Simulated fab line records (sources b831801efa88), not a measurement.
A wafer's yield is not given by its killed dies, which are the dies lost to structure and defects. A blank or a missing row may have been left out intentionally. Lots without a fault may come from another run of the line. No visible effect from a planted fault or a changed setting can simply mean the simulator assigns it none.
Chamber matching + flow gf180mcu + cmp-02 running GF_V2_CMP_26: 4 sister chambers
The step polishes, stops on SiO2, t overpolish 15 s, target thk 0 nm. 4 wafers are shown with their chamber, then 7 later ones without.

WAFERS WITH THEIR CHAMBER
| wafer  | chamber | motorCurrentA (A) |
|--------|---------|-------------------|
| L524.3 | 2       | 10.9              |
| L524.4 | 0       | 10.9              |
| L536.1 | 3       | 10.3              |
| L536.2 | 1       | 12.2              |

WAFERS WITH NO CHAMBER GIVEN
| wafer  | motorCurrentA (A) |
|--------|-------------------|
| L536.6 | 10.2              |
| L537.1 | 9.7               |
| L537.2 | 12.1              |
| L537.4 | 11.3              |
| L540.1 | 10.2              |
| L540.4 | 11.6              |
| L540.5 | 9.9               |

EACH ONE'S CHAMBER
| wafer  | from the rows above               | in truth |
|--------|-----------------------------------|----------|
| L536.6 | can't be placed: 3 or 0 or 2      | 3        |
| L537.1 | can't be placed: 3 or 0 or 2      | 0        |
| L537.2 | 1                                 | 1        |
| L537.4 | can't be placed: 0 or 2 or 1 or 3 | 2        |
| L540.1 | can't be placed: 3 or 0 or 2      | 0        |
| L540.4 | can't be placed: 1 or 0 or 2 or 3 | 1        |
| L540.5 | can't be placed: 3 or 0 or 2      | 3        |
Placed correctly: 1 of 7. Cannot be placed on the basis of these rows: 6; the candidates contain the true chamber in 6. Wrongly placed: 0.
How it was worked out, from the rows above alone: a wafer's distance from a chamber is the root of the sum, over the readings, of the square of ((its reading less the chamber's mean) divided by the reading's scatter). If the next closest chamber is less than 2 further off than the closest, the wafer can't be placed; otherwise it belongs to the closest. The mean given for a chamber averages the wafers shown for that chamber. The scatter (one wafer shown for each chamber): square how far every hidden wafer sits from the nearest shown wafer, average those squares and take the square root.
